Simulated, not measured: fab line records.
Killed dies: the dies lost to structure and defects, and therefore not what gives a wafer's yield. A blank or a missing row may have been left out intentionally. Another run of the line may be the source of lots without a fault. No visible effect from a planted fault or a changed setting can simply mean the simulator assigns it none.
Comparing a struck lot with a sound one | flow gf180mcu | 15 steps out of a route of 602
Sound: wafers L977.1, L977.3, L977.5. Struck: wafers L983.1, L983.4, L983.6. The cause comes at the end.
Order at every step that has rows: each side's tool, ch and its chambers, its first start. Under that, the readings that differ: sound wafers | struck wafers | difference of the means | sigmas: that difference in standard deviations of wafers without a fault.
alike: words and numbers the same on both sides, and readings whose means are apart by under 2 such deviations; not compared: readings that were withheld, readings missing a value for some wafer, numbers with overlapping values and no deviation given by the record, and bounds like >300 which may hide the same value.
A row with sigmas, a row that says differs or no value, or rows on one side alone: a step with any of these is where the two part. When numbers do not overlap yet have no deviation, they are printed without sigmas and do not part them. A reading missing from all wafers of one side parts the sides only when that side holds two or more wafers.

first, 2 steps without rows for these wafers: GF_DUAL_GATE_CLEAN_01 (cleans in dHF, time 20 s); GF_DUAL_GATE_OXIDATION_02 (stabilise 600 s, purge 300 s, target thk 10.887 nm).
GF_DUAL_GATE_THK_MEAS_03:
  sound on film metro-02, day 9 15:34; struck on film metro-01, day 11 08:58
  alike: DUAL_GATE_OXIDATION_00_THK
then, 7 steps without rows for these wafers: GF_DUAL_GATE_DEHYDRATE_04 (time 60 s); GF_DUAL_GATE_HMDS_05 (prime time 60 s); GF_DUAL_GATE_COAT_06 (resist thk 1000 nm); GF_DUAL_GATE_SOFTBAKE_07 (time 60 s); GF_DUAL_GATE_EXPOSE_08 (exposes mask Dualgate, target cd 700 nm); GF_DUAL_GATE_PEB_09; GF_DUAL_GATE_DEVELOP_10 (develop time 60 s).
GF_DUAL_GATE_OVL_MEAS_11:
  sound on overlay-01, day 10 08:56; struck on overlay-02, day 12 03:54
  alike: DUAL_GATE_OVL
then, 1 step without rows for these wafers: GF_DUAL_GATE_WET_ETCH_12 (etches SiO2 in dHF, target depth 13 nm, time 260 s).
GF_DUAL_GATE_STRIP_13: strips in O2/N2.
  sound on plasma asher-03 ch 0, day 10 09:04; struck on plasma asher-03 ch 0,1, day 12 04:01
  no value came back on the struck wafers for any of 6 readings (chamber pressure mTorr (mTorr), drypump motor current A (A) and others); on the sound wafers chamber pressure mTorr (mTorr) reads 1502.7 1498.8 1500.5
  reading                                        | sound | struck          | difference | sigmas
  model.NOVOLAK_of_DUAL_GATE_COAT_06.thk nm (nm) | 0 0 0 | 1002 1003 999.7 | +1002      |
  not compared: rf hours counter h
then, 1 step without rows for these wafers: GF_DUAL_GATE_CLEAN_14 (cleans in SC1/SC2, time 150 s).
-- here the record skips 21 days between the struck wafers' starts before and after, leaving off in module DUAL_GATE and picking up in module PASSIVATION (first step shown: number 602 of the route) --
GF_PASSIVATION_PROBE_99:
  rows exist in the record for the struck wafers here (prober-01, day 32 17:58), but not for the sound ones

== WHERE THEY PART ==
Last at GF_PASSIVATION_PROBE_99 as far as this record goes, first at GF_DUAL_GATE_STRIP_13.

WHY: what had been put in by the simulator
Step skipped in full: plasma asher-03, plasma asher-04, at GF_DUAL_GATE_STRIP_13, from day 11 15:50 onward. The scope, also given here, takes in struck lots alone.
